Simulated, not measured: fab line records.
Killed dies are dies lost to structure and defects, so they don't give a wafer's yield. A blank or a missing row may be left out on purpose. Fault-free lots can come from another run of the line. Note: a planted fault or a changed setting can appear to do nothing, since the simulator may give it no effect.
fab line records    flow sfqLine
[record] lots = 5  wafers = 23
route steps=325 shown I1@80 M2@89 I2@114 M3@122 I3@138 M4@153 I4@174
startH: the number of hours between the record's first day and the start of the first shown wafer of the lot    waitH: time in hours since the lot's previous step    " unchanged from the row above    L1.1+2: a single row standing in for several wafers    - no value, or no start was given    * or withheld: withheld    < > ~ a bound
route shown NAME@n: NAME is a module with steps in the file, n the number in the route of the first one    usual: mean/standard deviation taken from wafers without a fault    same: alike in all rows    chamber/n: place in a boat    sites: per-site readings    _std_site: how widely they spread, as a standard deviation    _edge_site: the outer-site mean with the inner-site mean subtracted    radiusMm: how far each site lies from the wafer's centre    mask NAME#n: copy n    behind: the most recent tool/chamber to have shaped the wafer    hold: what put the lot on hold/how long, in hours/how the hold closed    device: whichever transistor did not switch (one of n, p or np)    end of line: the same wafers' tests at the end of the route    for a step that has no rows: nothing shown but its recipe    killed: the dies lost at the first sort to structure and to defects; this is not the yield of the wafer    map: a wafer's dies, marking killed ones x, the rest . and places with no die _
set.NAME: the setting as run; set.NAME@STEP: as run at that earlier step    model.NAME: the simulator's own value behind a step, which no gauge read
one table per step and one row per wafer, for lots whose settings were changed on purpose
[[steps]]
[step SFQ_TRILAYER_I1_VIA_LITHO_EXPOSE_050]
[recipe] maskId = I1  na = 0.6  sourceShape = conventional  sigmaOuter = 0.65  targetCdNm = 500  doseMj = 21.3
lot.wafer       tool           chamber  startH  waitH  mask  set.doseMj
L075.1+2+4      krfScanner-01  0        662.86  -      I1#0  21.3
L075.3+6        "              0        "       "      I1#0  22.3
L078.2+3+4+5+6  krfScanner-01  0        703.86  -      I1#0  21.3
L080.1+3+4      krfScanner-01  0        719.83  -      I1#0  21.3
L083.1+4        krfScanner-02  0        775.39  -      I1#0  21.3
L083.2+3+5      "              0        "       "      I1#0  19.72
L084.1+2+3+5+6  krfScanner-02  0        780.19  -      I1#0  21.3
[step SFQ_TRILAYER_I1_VIA_LITHO_PEB_052]
[recipe] pebTempC = 115  pebTimeS = 60  resist = KrF
[step SFQ_TRILAYER_I1_VIA_LITHO_DEVELOP_051]
[recipe] timeS = 60  resist = KrF
[step SFQ_TRILAYER_I1_VIA_BARC_OPEN_VIA_ETCH_071]
[recipe] maskMaterial = PR  chemistry = O2  targetDepthNm = 125  target = BARC  sourceW = 513.8  biasW = 80  pressureMtorr = 30  timeS = 41.7
lot.wafer  tool        chamber  startH  waitH  set.spinRpm@TRILAYER_I1_VIA_LITHO_COAT_054  set.doseMj@TRILAYER_I1_VIA_LITHO_EXPOSE_050  model.I1.cdNm  model.etch.depthNm
L075.1     rieDiel-01  2        664.40  0.0    2847                                        21.3                                         501.4          -
L075.2     "           3        "       "      2847                                        21.3                                         499.6          -
L075.3     "           1        "       "      3000                                        22.3                                         508.6          -
L075.4     "           1        "       "      3000                                        21.3                                         500.7          -
L075.6     "           3        "       "      2847                                        22.3                                         508.8          -
L078.2     rieDiel-01  2        705.20  0.0    3000                                        21.3                                         499.3          -
L078.3     "           3        "       "      3000                                        21.3                                         497.8          -
L078.4     "           0        "       "      3000                                        21.3                                         498.1          61.82
L078.5     "           1        "       "      3000                                        21.3                                         498.1          -
L078.6     "           2        "       "      3000                                        21.3                                         498.5          -
L080.1     rieDiel-03  2        721.37  0.0    3000                                        21.3                                         499.5          62.15
L080.3     "           1        "       "      3000                                        21.3                                         498.8          62.12
L080.4     "           0        "       "      3000                                        21.3                                         499.9          62.02
L083.1     rieDiel-01  1        776.92  0.0    3000                                        21.3                                         500.2          -
L083.2     "           3        "       "      2792                                        19.72                                        488.7          -
L083.3     "           2        "       "      2792                                        19.72                                        488.9          64.44
L083.4     "           0        "       "      3000                                        21.3                                         499.4          61.78
L083.5     "           1        "       "      3000                                        19.72                                        487.8          -
L084.1     rieDiel-03  1        781.72  0.0    2820                                        21.3                                         500.5          -
L084.2     "           2        "       "      2820                                        21.3                                         501.4          64.16
L084.3     "           0        "       "      3000                                        21.3                                         499.9          62.33
L084.5     "           2        "       "      3000                                        21.3                                         500.6          -
L084.6     "           3        "       "      3000                                        21.3                                         500.7          -
[step SFQ_TRILAYER_M2_DEP_SPUTTER_055]
[recipe] material = Nb  basePressurePa = 1.33e-06  chamberPressurePa = 0.1333  substrateTempC = 20  resputterCathodeVoltageV = 400  targetThkNm = 200  powerW = 2000  timeS = 133.3
lot.wafer  tool           chamber  startH  waitH  set.timeS  model.Nb_of_TRILAYER_M2_DEP_SPUTTER_055.thkNm
L075.1     pvdSputter-04  -        665.36  0.0    133.3      197.2
L075.2     "              -        "       "      123.9      187.7
L075.3     "              -        "       "      123.9      186
L075.4     "              -        "       "      123.9      185.8
L075.6     "              -        "       "      133.3      202.3
L078.2     pvdSputter-06  -        706.16  0.0    143.3      216.8
L078.3     "              -        "       "      143.3      215.4
L078.4     "              -        "       "      133.3      199.7
L078.5     "              -        "       "      133.3      201.4
L078.6     "              -        "       "      133.3      200.5
L080.1+3   pvdSputter-04  -        722.33  0.0    133.3      201.6
L080.4     "              -        "       "      133.3      200.9
L083.1     pvdSputter-03  -        777.88  0.0    133.3      202
L083.2     "              -        "       "      133.3      202.6
L083.3     "              -        "       "      133.3      202.7
L083.4     "              -        "       "      133.3      202.2
L083.5     "              -        "       "      133.3      203
L084.1     pvdSputter-06  -        782.68  0.0    116.2      174.5
L084.2     "              -        "       "      133.3      201.1
L084.3     "              -        "       "      133.3      199.3
L084.5     "              -        "       "      116.2      174.9
L084.6     "              -        "       "      133.3      200.5
[step SFQ_M2_RS_MEAS_914]
[recipe] thkMeasGauge = four-point-probe  reads = Nb_of_TRILAYER_M2_DEP_SPUTTER_055
[usual] M2_NB_RS = 0.884/0.0084
lot.wafer  tool          chamber  startH  waitH  set.timeS@TRILAYER_M2_DEP_SPUTTER_055  M2_NB_RS[ohm/sq]
L075.1     filmMetro-03  -        665.45  0.0    133.3                                  0.901
L075.2     "             -        "       "      123.9                                  0.946
L075.3     "             -        "       "      123.9                                  0.956
L075.4     "             -        "       "      123.9                                  0.958
L075.6     "             -        "       "      133.3                                  0.879
L078.2     filmMetro-03  -        706.27  0.1    143.3                                  0.820
L078.3     "             -        "       "      143.3                                  0.824
L078.4     "             -        "       "      133.3                                  0.892
L078.5     "             -        "       "      133.3                                  0.883
L078.6     "             -        "       "      133.3                                  0.887
L080.1     filmMetro-02  -        722.42  0.0    133.3                                  0.883
L080.3     "             -        "       "      133.3                                  0.883
L080.4     "             -        "       "      133.3                                  0.887
L083.1     filmMetro-03  -        777.97  0.0    133.3                                  0.880
L083.2     "             -        "       "      133.3                                  0.878
L083.3     "             -        "       "      133.3                                  0.878
L083.4     "             -        "       "      133.3                                  0.879
L083.5     "             -        "       "      133.3                                  0.875
L084.1     filmMetro-02  -        782.77  0.0    116.2                                  1.021
L084.2     "             -        "       "      133.3                                  0.886
L084.3     "             -        "       "      133.3                                  0.894
L084.5     "             -        "       "      116.2                                  1.018
L084.6     "             -        "       "      133.3                                  0.887
[step SFQ_TRILAYER_M2_LITHO_COAT_057]
[recipe] resist = KrF  spinRpm = 3000  resistThkNm = 600
lot.wafer   tool           chamber  startH  waitH  set.resistThkNm  model.KrF_of_TRILAYER_M2_LITHO_COAT_057.thkNm
L075.1+6    lithoTrack-01  0        665.93  0.2    600              599.2
L075.2+3+4  "              0        "       "      600              -
L078.2+3    lithoTrack-02  0        706.78  0.2    600              -
L078.4      "              0        "       "      617.9            617.7
L078.5      "              0        "       "      600              601.4
L078.6      "              0        "       "      617.9            618.3
L080.1      lithoTrack-01  0        722.90  0.2    600              599.4
L080.3      "              0        "       "      600              600.2
L080.4      "              0        "       "      600              597.8
L083.1+5    lithoTrack-01  0        778.45  0.2    600              599.6
L083.2      "              0        "       "      600              598.5
L083.3      "              0        "       "      600              598.6
L083.4      "              0        "       "      600              600.3
L084.1      lithoTrack-02  0        783.25  0.2    623.5            -
L084.2      "              0        "       "      600              600.1
L084.3      "              0        "       "      623.5            621.5
L084.5      "              0        "       "      600              -
L084.6      "              0        "       "      600              598
[step SFQ_TRILAYER_M2_BARC_OPEN_METAL_ETCH_077]
[recipe] maskMaterial = PR  chemistry = O2  targetDepthNm = 125  target = BARC  icpW = 600  biasW = 80  pressureMtorr = 10  timeS = 41.7
[usual] oesProductAu = 0.685/0.0044
lot.wafer  tool         chamber  startH  waitH  set.timeS  set.resistThkNm@TRILAYER_M2_LITHO_COAT_057  oesProductAu  model.KrF_of_TRILAYER_M2_LITHO_COAT_057.thkNm
L075.1     rieMetal-01  1        667.91  0.0    41.7       600                                         0.682         522.9
L075.2     "            0        "       "      44.75      600                                         0.678         -
L075.3     "            0        "       "      41.7       600                                         0.686         -
L075.4     "            1        "       "      41.7       600                                         0.685         -
L075.6     "            0        "       "      44.75      600                                         0.675         517.6
L078.2     rieMetal-01  1        710.88  0.0    41.7       600                                         0.688         -
L078.3     "            1        "       "      47.31      600                                         0.663         -
L078.4     "            0        "       "      47.31      617.9                                       0.666         533.8
L078.5     "            0        "       "      41.7       600                                         0.683         524.5
L078.6     "            1        "       "      47.31      617.9                                       0.672         536.8
L080.1     rieMetal-02  1        857.45  0.0    41.7       600                                         0.689         522.7
L080.3     "            1        "       "      41.7       600                                         0.692         523.8
L080.4     "            0        "       "      41.7       600                                         0.684         520.5
L083.1     rieMetal-03  1        916.50  0.0    41.7       600                                         0.681         522.6
L083.2     "            0        "       "      41.7       600                                         0.685         523.3
L083.3     "            1        "       "      41.7       600                                         0.681         521.8
L083.4     "            0        "       "      41.7       600                                         0.676         524.4
L083.5     "            1        "       "      41.7       600                                         0.692         522.5
L084.1     rieMetal-03  1        921.30  0.0    36.14      623.5                                       0.730         -
L084.2     "            0        "       "      41.7       600                                         0.682         523.7
L084.3     "            0        "       "      36.14      623.5                                       0.732         552.2
L084.5     "            1        "       "      36.14      600                                         0.736         -
L084.6     "            0        "       "      41.7       600                                         0.686         522
[step SFQ_TRILAYER_M2_ETCH_METAL_ETCH_060]
[recipe] target = Nb  stopOn = SiO2  maskMaterial = PR  chemistry = Cl2/Ar  targetDepthNm = 240  icpW = 581.5  biasW = 80  pressureMtorr = 10  timeS = 120
[usual] oesProductAu = 0.897/0.006
lot.wafer  tool         chamber  startH  waitH  set.timeS@TRILAYER_M2_DEP_SPUTTER_055  set.resistThkNm@TRILAYER_M2_LITHO_COAT_057  oesProductAu  model.KrF_of_TRILAYER_M2_LITHO_COAT_057.thkNm
L075.1     rieMetal-01  1        667.97  0.0    133.3                                  600                                         0.894         388.6
L075.2     "            0        "       "      123.9                                  600                                         0.861         -
L075.3     "            0        "       "      123.9                                  600                                         0.857         -
L075.4     "            1        "       "      123.9                                  600                                         0.860         -
L075.6     "            0        "       "      133.3                                  600                                         0.900         378
L078.2     rieMetal-01  1        710.94  0.0    143.3                                  600                                         0.937         -
L078.3     "            1        "       "      143.3                                  600                                         0.943         -
L078.4     "            0        "       "      133.3                                  617.9                                       0.890         396.1
L078.5     "            0        "       "      133.3                                  600                                         0.894         386.3
L078.6     "            1        "       "      133.3                                  617.9                                       0.896         404
L080.1     rieMetal-02  1        857.51  0.0    133.3                                  600                                         0.900         386.9
L080.3     "            1        "       "      133.3                                  600                                         0.887         387.3
L080.4     "            0        "       "      133.3                                  600                                         0.894         382.4
L083.1     rieMetal-03  1        916.56  0.0    133.3                                  600                                         0.898         386.6
L083.2     "            0        "       "      133.3                                  600                                         0.908         389.1
L083.3     "            1        "       "      133.3                                  600                                         0.897         385.1
L083.4     "            0        "       "      133.3                                  600                                         0.901         389.9
L083.5     "            1        "       "      133.3                                  600                                         0.897         385.7
L084.1     rieMetal-03  1        921.36  0.0    116.2                                  623.5                                       0.827         -
L084.2     "            0        "       "      133.3                                  600                                         0.890         387.8
L084.3     "            0        "       "      133.3                                  623.5                                       0.893         417.8
L084.5     "            1        "       "      116.2                                  600                                         0.835         -
L084.6     "            0        "       "      133.3                                  600                                         0.896         387
[step SFQ_TRILAYER_I2_VIA_BARC_OPEN_VIA_ETCH_096]
[recipe] maskMaterial = PR  chemistry = O2  targetDepthNm = 125  target = BARC  sourceW = 500  biasW = 80  pressureMtorr = 30  timeS = 41.7
[usual] oesProductAu = 0.686/0.0048
lot.wafer  tool        chamber  startH   waitH  set.timeS  oesProductAu
L075.1     rieDiel-03  2        766.97   0.0    41.7       0.678
L075.2     "           1        "        "      41.7       0.687
L075.3     "           3        "        "      41.7       0.675
L075.4     "           0        "        "      41.7       0.686
L075.6     "           2        "        "      41.7       0.686
L078.2     rieDiel-03  0        770.57   0.0    45.26      0.676
L078.3     "           3        "        "      41.7       0.692
L078.4     "           2        "        "      45.26      0.668
L078.5     "           2        "        "      41.7       0.690
L078.6     "           3        "        "      45.26      0.680
L080.1     rieDiel-03  1        865.09   0.0    41.7       0.683
L080.3     "           2        "        "      41.7       0.689
L080.4     "           3        "        "      41.7       0.683
L083.1     rieDiel-03  0        1051.87  0.0    38.73      0.707
L083.2     "           1        "        "      38.73      0.713
L083.3     "           3        "        "      38.73      0.709
L083.4     "           2        "        "      41.7       0.687
L083.5     "           2        "        "      41.7       0.690
L084.1     rieDiel-01  3        1057.87  0.0    45.86      0.673
L084.2     "           1        "        "      41.7       0.698
L084.3     "           3        "        "      41.7       0.696
L084.5     "           3        "        "      45.86      0.676
L084.6     "           1        "        "      45.86      0.673
[step SFQ_TRILAYER_M3_LITHO_COAT_080]
[recipe] resist = BARC  spinRpm = 3000  resistThkNm = 62
lot.wafer  tool           chamber  startH   waitH  set.spinRpm  model.BARC_of_TRILAYER_M3_LITHO_COAT_080.thkNm
L075.1     lithoTrack-04  0        768.21   0.1    3000         61.81
L075.2     "              0        "        "      3164         60.13
L075.3     "              0        "        "      3000         61.89
L075.4     "              0        "        "      3164         60.1
L075.6     "              0        "        "      3000         61.77
L078.2     lithoTrack-04  0        771.86   0.1    3000         61.91
L078.3     "              0        "        "      3000         61.85
L078.4     "              0        "        "      2866         63.31
L078.5     "              0        "        "      2866         63.28
L078.6     "              0        "        "      2866         63.56
L080.1     lithoTrack-02  0        866.32   0.1    3000         62.18
L080.3     "              0        "        "      3000         62.02
L080.4     "              0        "        "      3000         61.85
L083.1     lithoTrack-02  0        1053.10  0.1    2897         63
L083.2     "              0        "        "      2897         63.01
L083.3     "              0        "        "      3000         62
L083.4     "              0        "        "      3000         61.92
L083.5     "              0        "        "      2897         62.93
L084.1     lithoTrack-03  0        1059.78  0.1    3000         61.87
L084.2     "              0        "        "      3000         61.92
L084.3     "              0        "        "      2806         63.88
L084.5     "              0        "        "      3000         61.75
L084.6     "              0        "        "      2806         64.09
[step SFQ_TRILAYER_I3_VIA_LITHO_COAT_085]
[recipe] resist = KrF  spinRpm = 3000  resistThkNm = 650
lot.wafer  tool           chamber  startH   waitH  set.resistThkNm  model.KrF_of_TRILAYER_I3_VIA_LITHO_COAT_085.thkNm
L075.1     lithoTrack-01  0        908.94   0.2    632.9            632.9
L075.2     "              0        "        "      632.9            631.7
L075.3     "              0        "        "      650              647.4
L075.4     "              0        "        "      632.9            633.6
L075.6     "              0        "        "      650              648.3
L078.2     lithoTrack-01  0        925.47   0.2    680.5            677.7
L078.3     "              0        "        "      650              646.6
L078.4     "              0        "        "      680.5            676.2
L078.5     "              0        "        "      680.5            677
L078.6     "              0        "        "      650              646.8
L080.1     lithoTrack-04  0        1016.99  0.2    650              650.9
L080.3     "              0        "        "      650              651.2
L080.4     "              0        "        "      650              653.3
L083.1     lithoTrack-04  0        1062.13  0.2    650              650.2
L083.2     "              0        "        "      650              648.3
L083.3     "              0        "        "      650              649
L083.4     "              0        "        "      650              648.6
L083.5     "              0        "        "      650              649.8
L084.1     lithoTrack-04  0        1068.13  0.2    650              648
L084.2     "              0        "        "      650              648.2
L084.3     "              0        "        "      650              649.1
L084.5     "              0        "        "      650              648.8
L084.6     "              0        "        "      650              647.7
[step SFQ_TRILAYER_I3_VIA_BARC_OPEN_VIA_ETCH_121]
[recipe] maskMaterial = PR  chemistry = O2  targetDepthNm = 125  target = BARC  sourceW = 500  biasW = 80  pressureMtorr = 30  timeS = 41.7
lot.wafer  tool        chamber  startH   waitH  set.pressureMtorr  set.resistThkNm@TRILAYER_I3_VIA_LITHO_COAT_085  model.KrF_of_TRILAYER_I3_VIA_LITHO_COAT_085.thkNm
L075.1     rieDiel-02  3        1036.14  0.0    27.72              632.9                                           557.5
L075.2     "           1        "        "      27.72              632.9                                           555.8
L075.3     "           0        "        "      27.72              650                                             570.9
L075.4     "           2        "        "      27.72              632.9                                           557.6
L075.6     "           2        "        "      27.72              650                                             572.8
L078.2     rieDiel-02  3        1047.69  0.0    30                 680.5                                           601.5
L078.3     "           1        "        "      30                 650                                             570.2
L078.4     "           2        "        "      30                 680.5                                           599.5
L078.5     "           2        "        "      30                 680.5                                           600.1
L078.6     "           3        "        "      30                 650                                             570.8
L080.1     rieDiel-01  3        1050.09  0.0    30                 650                                             572.8
L080.3     "           1        "        "      30                 650                                             573.7
L080.4     "           2        "        "      30                 650                                             575.7
L083.1     rieDiel-04  3        1064.80  0.0    27.94              650                                             573.4
L083.2     "           0        "        "      27.94              650                                             570.5
L083.3     "           1        "        "      27.94              650                                             572.3
L083.4     "           2        "        "      27.94              650                                             572.5
L083.5     "           3        "        "      27.94              650                                             573.3
L084.1     rieDiel-01  1        1076.75  0.0    31.15              650                                             571.6
L084.2+6   "           0        "        "      31.15              650                                             571.3
L084.3     "           3        "        "      31.15              650                                             571.9
L084.5     "           1        "        "      31.15              650                                             572.5
[step SFQ_TRILAYER_M4_LITHO_COAT_093]
[recipe] resist = KrF  spinRpm = 3000  resistThkNm = 600
lot.wafer  tool           chamber  startH   waitH  set.resistThkNm  model.KrF_of_TRILAYER_M4_LITHO_COAT_093.thkNm
L075.1     lithoTrack-01  0        1037.67  0.2    600              596.8
L075.2     "              0        "        "      622.7            620.1
L075.3     "              0        "        "      600              596.5
L075.4     "              0        "        "      600              596.7
L075.6     "              0        "        "      622.7            620
L078.2     lithoTrack-02  0        1049.27  0.2    570.7            574
L078.3     "              0        "        "      600              603.5
L078.4+6   "              0        "        "      600              603.2
L078.5     "              0        "        "      570.7            573.5
L080.1     lithoTrack-02  0        1051.62  0.2    600              601.5
L080.3     "              0        "        "      600              597.2
L080.4     "              0        "        "      600              601.7
L083.1     lithoTrack-03  0        1066.32  0.2    600              597.5
L083.2     "              0        "        "      600              599.6
L083.3     "              0        "        "      600              598.5
L083.4     "              0        "        "      600              599.4
L083.5     "              0        "        "      600              599.1
L084.1     lithoTrack-03  0        1078.53  0.2    619.9            621.9
L084.2     "              0        "        "      619.9            621
L084.3     "              0        "        "      600              601.2
L084.5     "              0        "        "      600              601.3
L084.6     "              0        "        "      600              603.1
[step SFQ_TRILAYER_M4_LITHO_SOFTBAKE_097]
[recipe] tempC = withheld  timeS = withheld  resist = KrF
[step SFQ_TRILAYER_M4_LITHO_EXPOSE_094]
[recipe] maskId = M4  na = 0.6  sourceShape = conventional  sigmaOuter = 0.65  targetCdNm = 500  doseMj = 14.4
[step SFQ_TRILAYER_M4_LITHO_DEVELOP_095]
[recipe] timeS = 60  resist = KrF
[step SFQ_TRILAYER_M4_BARC_OPEN_METAL_ETCH_123]
[recipe] maskMaterial = PR  chemistry = O2  targetDepthNm = 125  target = BARC  icpW = 600  biasW = 80  pressureMtorr = 10  timeS = 41.7
lot.wafer  tool         chamber  startH   waitH  set.resistThkNm@TRILAYER_M4_LITHO_COAT_093  model.KrF_of_TRILAYER_M4_LITHO_COAT_093.thkNm
L075.1     rieMetal-01  1        1162.11  0.0    600                                         521
L075.2     "            0        "        "      622.7                                       543.2
L075.3     "            1        "        "      600                                         521.1
L075.4     "            0        "        "      600                                         519.9
L075.6     "            0        "        "      622.7                                       543.5
L078.2     rieMetal-03  1        1171.71  0.0    570.7                                       496.7
L078.3     "            1        "        "      600                                         526.3
L078.4     "            0        "        "      600                                         527.7
L078.5     "            1        "        "      570.7                                       495.6
L078.6     "            0        "        "      600                                         527.5
L080.1     rieMetal-01  1        1177.83  0.0    600                                         525
L080.3     "            1        "        "      600                                         521.1
L080.4     "            1        "        "      600                                         525.8
L083.1     rieMetal-01  1        1187.43  0.0    600                                         521.2
L083.2     "            1        "        "      600                                         523.4
L083.3     "            1        "        "      600                                         522.1
L083.4     "            1        "        "      600                                         523.2
L083.5     "            1        "        "      600                                         522.8
L084.1     rieMetal-01  1        1197.03  0.0    619.9                                       545.9
L084.2     "            0        "        "      619.9                                       544.2
L084.3     "            1        "        "      600                                         525.6
L084.5     "            0        "        "      600                                         523.9
L084.6     "            1        "        "      600                                         527.6
[step SFQ_TRILAYER_M4_ETCH_METAL_ETCH_096]
[recipe] target = Nb  stopOn = SiO2  maskMaterial = PR  chemistry = Cl2/Ar  targetDepthNm = 240  icpW = 600  biasW = 80  pressureMtorr = 10  timeS = 120
lot.wafer  tool         chamber  startH   waitH  set.icpW  set.resistThkNm@TRILAYER_M4_LITHO_COAT_093  model.KrF_of_TRILAYER_M4_LITHO_COAT_093.thkNm
L075.1     rieMetal-01  1        1162.17  0.0    600       600                                         382.9
L075.2     "            1        "        "      651.5     622.7                                       395.6
L075.3     "            1        "        "      600       600                                         382.3
L075.4     "            1        "        "      651.5     600                                         371.6
L075.6     "            1        "        "      651.5     622.7                                       395.3
L078.2     rieMetal-03  1        1171.77  0.0    600       570.7                                       352.3
L078.3     "            1        "        "      600       600                                         382.4
L078.4     "            0        "        "      600       600                                         388.4
L078.5     "            1        "        "      600       570.7                                       352.7
L078.6     "            0        "        "      600       600                                         388.2
L080.1     rieMetal-01  1        1177.95  0.1    600       600                                         387.5
L080.3     "            1        "        "      600       600                                         382.2
L080.4     "            1        "        "      600       600                                         388.5
L083.1     rieMetal-01  1        1187.55  0.1    539.7     600                                         395.6
L083.2     "            1        "        "      600       600                                         386.2
L083.3     "            1        "        "      539.7     600                                         396.3
L083.4     "            1        "        "      539.7     600                                         398.7
L083.5     "            1        "        "      600       600                                         385.4
L084.1     rieMetal-01  1        1197.09  0.0    600       619.9                                       406.8
L084.2     "            0        "        "      600       619.9                                       402.3
L084.3     "            1        "        "      600       600                                         387.9
L084.5     "            0        "        "      640.5     600                                         373
L084.6     "            1        "        "      640.5     600                                         380.7
[step SFQ_TRILAYER_I4_VIA_BARC_OPEN_VIA_ETCH_146]
[recipe] maskMaterial = PR  chemistry = O2  targetDepthNm = 125  target = BARC  sourceW = 500  biasW = 80  pressureMtorr = 30  timeS = 41.7
lot.wafer  tool        chamber  startH   waitH  set.sourceW  model.KrF_of_TRILAYER_I4_VIA_LITHO_COAT_103.thkNm
L075.1     rieDiel-02  1        1295.39  0.0    500          573.6
L075.2     "           3        "        "      500          574.2
L075.3     "           0        "        "      455.8        576.3
L075.4     "           2        "        "      455.8        576.1
L075.6     "           3        "        "      455.8        575.1
L078.2     rieDiel-02  1        1303.79  0.0    559.2        567.2
L078.3     "           2        "        "      500          569.5
L078.4     "           0        "        "      559.2        565.3
L078.5     "           2        "        "      500          569.4
L078.6     "           1        "        "      500          571.5
L080.1     rieDiel-03  1        1307.39  0.0    500          574
L080.3     "           3        "        "      500          575.6
L080.4     "           2        "        "      500          576.8
L083.1     rieDiel-03  0        1315.69  0.0    541.9        566.9
L083.2     "           1        "        "      500          570.1
L083.3     "           2        "        "      500          571.7
L083.4     "           3        "        "      541.9        566.2
L083.5     "           3        "        "      500          571.2
L084.1     rieDiel-02  1        1324.09  0.0    500          573.3
L084.2     "           0        "        "      538          569.5
L084.3     "           3        "        "      538          569.3
L084.5     "           0        "        "      500          574.1
L084.6     "           3        "        "      500          571.7
[[key]]
[split] step = SFQ_TRILAYER_I1_VIA_LITHO_EXPOSE_050  setting = doseMj  stated = 21.3  by = wafer
[response] step = SFQ_TRILAYER_I1_VIA_BARC_OPEN_VIA_ETCH_071  reading = model.I1.cdNm  change = +1.59  per = 1%  r = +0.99
[split] step = SFQ_TRILAYER_M2_DEP_SPUTTER_055  setting = timeS  stated = 133.3  by = wafer
[response] step = SFQ_TRILAYER_M2_DEP_SPUTTER_055  reading = model.Nb_of_TRILAYER_M2_DEP_SPUTTER_055.thkNm  change = +1.99  per = 1%  r = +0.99
[response] step = SFQ_M2_RS_MEAS_914  reading = M2_NB_RS  change = -0.00966  per = 1%  r = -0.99
[response] step = SFQ_TRILAYER_M2_ETCH_METAL_ETCH_060  reading = oesProductAu  change = +0.0052  per = 1%  r = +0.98
[split] step = SFQ_TRILAYER_M2_LITHO_COAT_057  setting = resistThkNm  stated = 600  by = wafer
[response] step = SFQ_TRILAYER_M2_LITHO_COAT_057  reading = model.KrF_of_TRILAYER_M2_LITHO_COAT_057.thkNm  change = +5.66  per = 1%  r = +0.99
[response] step = SFQ_TRILAYER_M2_BARC_OPEN_METAL_ETCH_077  reading = model.KrF_of_TRILAYER_M2_LITHO_COAT_057.thkNm  change = +6.08  per = 1%  r = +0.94
[response] step = SFQ_TRILAYER_M2_ETCH_METAL_ETCH_060  reading = model.KrF_of_TRILAYER_M2_LITHO_COAT_057.thkNm  change = +6.6  per = 1%  r = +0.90
[split] step = SFQ_TRILAYER_M2_BARC_OPEN_METAL_ETCH_077  setting = timeS  stated = 41.7  by = wafer
[response] step = SFQ_TRILAYER_M2_BARC_OPEN_METAL_ETCH_077  reading = oesProductAu  change = -0.00229  per = 1%  r = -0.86
[response] step = SFQ_TRILAYER_M2_BARC_OPEN_METAL_ETCH_077  reading = model.KrF_of_TRILAYER_M2_LITHO_COAT_057.thkNm  shape = bent  atLowest = 552.2  atStated = 522.9  atHighest = 535.3
[split] step = SFQ_TRILAYER_I2_VIA_BARC_OPEN_VIA_ETCH_096  setting = timeS  stated = 41.7  by = wafer
[response] step = SFQ_TRILAYER_I2_VIA_BARC_OPEN_VIA_ETCH_096  reading = oesProductAu  change = -0.00233  per = 1%  r = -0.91
[split] step = SFQ_TRILAYER_M3_LITHO_COAT_080  setting = spinRpm  stated = 3000  by = wafer
[response] step = SFQ_TRILAYER_M3_LITHO_COAT_080  reading = model.BARC_of_TRILAYER_M3_LITHO_COAT_080.thkNm  change = -0.323  per = 1%  r = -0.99
[split] step = SFQ_TRILAYER_I3_VIA_LITHO_COAT_085  setting = resistThkNm  stated = 650  by = wafer
[response] step = SFQ_TRILAYER_I3_VIA_LITHO_COAT_085  reading = model.KrF_of_TRILAYER_I3_VIA_LITHO_COAT_085.thkNm  change = +6.27  per = 1%  r = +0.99
[response] step = SFQ_TRILAYER_I3_VIA_BARC_OPEN_VIA_ETCH_121  reading = model.KrF_of_TRILAYER_I3_VIA_LITHO_COAT_085.thkNm  change = +6.2  per = 1%  r = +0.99
[split] step = SFQ_TRILAYER_I3_VIA_BARC_OPEN_VIA_ETCH_121  setting = pressureMtorr  stated = 30  by = lot
response none clear
[split] step = SFQ_TRILAYER_M4_LITHO_COAT_093  setting = resistThkNm  stated = 600  by = wafer
[response] step = SFQ_TRILAYER_M4_LITHO_COAT_093  reading = model.KrF_of_TRILAYER_M4_LITHO_COAT_093.thkNm  change = +6.05  per = 1%  r = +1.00
[response] step = SFQ_TRILAYER_M4_BARC_OPEN_METAL_ETCH_123  reading = model.KrF_of_TRILAYER_M4_LITHO_COAT_093.thkNm  change = +6.13  per = 1%  r = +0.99
[response] step = SFQ_TRILAYER_M4_ETCH_METAL_ETCH_096  reading = model.KrF_of_TRILAYER_M4_LITHO_COAT_093.thkNm  change = +6.25  per = 1%  r = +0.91
[split] step = SFQ_TRILAYER_M4_ETCH_METAL_ETCH_096  setting = icpW  stated = 600  by = wafer
[response] step = SFQ_TRILAYER_M4_ETCH_METAL_ETCH_096  reading = model.KrF_of_TRILAYER_M4_LITHO_COAT_093.thkNm  slope = -1.19  per = 1%  togetherWith = resistThkNm@TRILAYER_M4_LITHO_COAT_093  explained = 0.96
[split] step = SFQ_TRILAYER_I4_VIA_BARC_OPEN_VIA_ETCH_146  setting = sourceW  stated = 500  by = wafer
[response] step = SFQ_TRILAYER_I4_VIA_BARC_OPEN_VIA_ETCH_146  reading = model.KrF_of_TRILAYER_I4_VIA_LITHO_COAT_103.thkNm  change = -0.369  per = 1%  r = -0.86
split outsideThisFile step=SFQ_TRILAYER_I1_VIA_LITHO_COAT_054 setting=spinRpm
// split outsideThisFile: this setting was split too, and the file shows its column; the key of that split is in another file
